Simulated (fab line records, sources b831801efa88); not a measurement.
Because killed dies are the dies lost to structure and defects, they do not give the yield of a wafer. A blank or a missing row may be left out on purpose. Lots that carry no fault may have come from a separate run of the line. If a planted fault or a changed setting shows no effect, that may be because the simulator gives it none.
A struck lot beside a sound one | flow sky130 | 16 out of 708 route steps
Sound: the wafers L335.3, L335.4, L335.5. Wafers L343.1, L343.3, L343.5 were the ones struck. At the end, the cause is stated.
For every step that has rows: the tool of each side, followed by ch and its chambers, followed by its first start. Under that, the readings that differ: sound wafers | struck wafers | difference of the means | sigmas: that difference in standard deviations of wafers without a fault.
alike: readings with means less than 2 such deviations apart, plus words and numbers identical on both sides. not compared: withheld readings, readings lacking a value on some wafer, bounds such as >300 that could conceal the same value, and numbers that have no deviation in the record and whose values overlap.
Wherever a step has rows on one side only, a row that says differs or no value, or a row with sigmas, the two part there. When numbers do not overlap yet have no deviation, they are printed without sigmas and do not part them. Lack of a reading on every wafer of one side parts them only where that side has two or more wafers.

first, 5 steps without rows for these wafers: SKY_POLY_GATE_COAT_08 (resist thk 450 nm); SKY_POLY_GATE_SOFTBAKE_09 (time 90 s); SKY_POLY_GATE_EXPOSE_10 (exposes mask P1M, target cd 150 nm); SKY_POLY_GATE_PEB_11; SKY_POLY_GATE_DEVELOP_12 (develop time 60 s).
SKY_POLY_GATE_CD_MEAS_13 targets a cd of 150 nm.
  sound on cdSem-01, day 18 09:59; struck on cdSem-01, day 21 08:14
  alike: cdNm
SKY_POLY_GATE_OVL_MEAS_14:
  sound on overlay-02, day 18 10:04; struck on overlay-01, day 21 08:22
  alike: POLY_GATE_OVL
SKY_POLY_GATE_ETCH_15: etches BARC in N2/H2, stops on SiO2, time 118.5 s, target depth 110 nm.
  sound on rieDiel-02 ch 1,2, day 18 10:05; struck on rieDiel-01 ch 1,2,3, day 21 08:24
  alike: drypumpMotorCurrentA, n2FlowSccm, oesProductAu, throttleValvePct
  not compared: rfHoursCounterH
SKY_POLY_GATE_ETCH_16: etches Si3N4 in CH3F/O2, stops on poly-Si, time 147.5 s, target depth 75 nm.
  sound on rieDiel-02 ch 1,2, day 18 10:10; struck on rieDiel-01 ch 1,2,3, day 21 08:29
  alike: drypumpMotorCurrentA, oesProductAu, throttleValvePct
  not compared: rfHoursCounterH
SKY_POLY_GATE_ETCH_17: etches poly-Si in HBr/Cl2, stops on SiO2, target depth 180 nm, time 70.5 s.
  sound on rieSi-01 ch 2,3, day 18 10:16; struck on rieSi-01 ch 1,3, day 21 08:35
  alike: HBr_flow_sccm, drypumpMotorCurrentA, mfcCl2Sccm, oesProductAu, throttleValvePct
  not compared: rfHoursCounterH
SKY_POLY_GATE_STRIP_18: strips in O2/N2.
  sound on plasmaAsher-01 ch 0,1, day 18 10:22; struck on plasmaAsher-02 ch 0,1, day 21 08:38
  alike: drypumpMotorCurrentA, n2FlowSccm, oesProductAu, stripTimeToEndpointS
  not compared: rfHoursCounterH
then, 1 step without rows for these wafers: SKY_POLY_GATE_CLEAN_19 (cleans in SC1/SC2, time 150 s).
SKY_POLY_GATE_OXIDATION_20: stabilise 600 s, purge 300 s, target thk 4 nm.
  sound on furnace-01 ch 0, day 18 11:01; struck on furnace-01 ch 0, day 21 08:47
reading                                         | sound                | struck               | difference | sigmas
spikeTcBottomC (C)                              | 865.2 864.6 864.9    | 837.6 836.4 836.1    | -28.2      | -12
spikeTcCentreC (C)                              | 850.4 851.2 850.4    | 818.7 819.0 819.6    | -31.6      | -34
spikeTcLowerC (C)                               | 850.4 850.5 850.1    | 820.4 820.3 822.3    | -29.3      | -27
spikeTcTopC (C)                                 | 865.6 864.5 866.5    | 836.8 836.8 835.5    | -29.2      | -12
spikeTcUpperC (C)                               | 849.9 848.4 850.8    | 819.9 819.8 820.1    | -29.8      | -23
tubeCenterTempC (C)                             | 850.08 849.94 850.08 | 820.52 820.51 820.33 | -29.58     | -99 or more
tube_center_temp_C_max                          | 852.1 852.2 852.7    | 822.3 822.9 822.3    | -29.8      | -96
zonePowerBottomPct (%)                          | 23.8 23.3 23.6       | 22.0 21.9 21.6       | -1.7       | -5
zonePowerTopPct (%)                             | 32.4 33.0 33.0       | 30.9 30.8 30.5       | -2.1       | -3
model.SiO2_of_POLY_GATE_OXIDATION_20.thkNm (nm) | 3.958 3.986 3.95     | 2.775 2.765 2.733    | -1.207     | 
SKY_POLY_GATE_THK_MEAS_21:
  sound on filmMetro-02, day 18 12:21; struck on filmMetro-03, day 21 10:02
reading                      | sound          | struck         | difference | sigmas
POLY_GATE_OXIDATION_THK (nm) | 3.96 3.98 3.95 | 2.77 2.80 2.70 | -1.21      | -16
SKY_POLY_GATE_CD_MEAS_22:
  sound on cdSem-02, day 18 12:33; struck on cdSem-01, day 21 10:07
  alike: cdNm
-- record jumps: 28 days separate the struck wafers' starts on either side; left off in module POLY_GATE, taken up again in module PAD_OPEN, whose first shown step is the route's number 708 --
SKY_PAD_OPEN_PROBE_99:
  sound on prober-01, day 47 07:23; struck on prober-02, day 49 01:38
reading                         | sound             | struck            | difference | sigmas
model.etest.tipSonos.rsOhmSq    | 2638 2670 2650    | 2498 2443 2531    | -162       | 
model.etest.tipP.rsOhmSq        | 6883 6859 6785    | 6613 6619 6654    | -214       | 
model.etest.pfet_01v8.rOnOhmUm  | 2920 2914 2952    | 2785 2732 2789    | -160       | 
model.etest.resPdiff.lineOhmUm  | 1382 1383 1405    | 1327 1322 1298    | -74        | 
model.etest.resNdiff.lineOhmUm  | 758.8 752.2 764.2 | 742.7 730.7 740.3 | -20.5      | 
model.etest.tipN.rsOhmSq        | 441.6 440.8 439.4 | 425.1 419.8 422.6 | -18.1      | 
model.etest.resPdiff.rsOhmSq    | 198.1 200.2 198.7 | 190 188 188       | -10        | 
model.etest.pfet_01v8.driveUaUm | 186.6 191.7 190.3 | 203.4 207.1 203.4 | +15.1      | 
  alike: killed_at_M0_to_M3, killed_at_M4_up, killedAtContacts, killedAtFrontEnd, killedAtOther, killedDies, killedOpen, killedShort

## WHERE THEY PART
Last at SKY_POLY_GATE_THK_MEAS_21 as far as this record goes, first at SKY_POLY_GATE_OXIDATION_20. Later steps at which nothing parts them and some readings are alike: SKY_POLY_GATE_CD_MEAS_22, SKY_PAD_OPEN_PROBE_99.

WHY: whatever the simulator had introduced
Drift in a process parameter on furnace-01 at SKY_POLY_GATE_OXIDATION_20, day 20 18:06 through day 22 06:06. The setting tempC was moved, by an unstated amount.
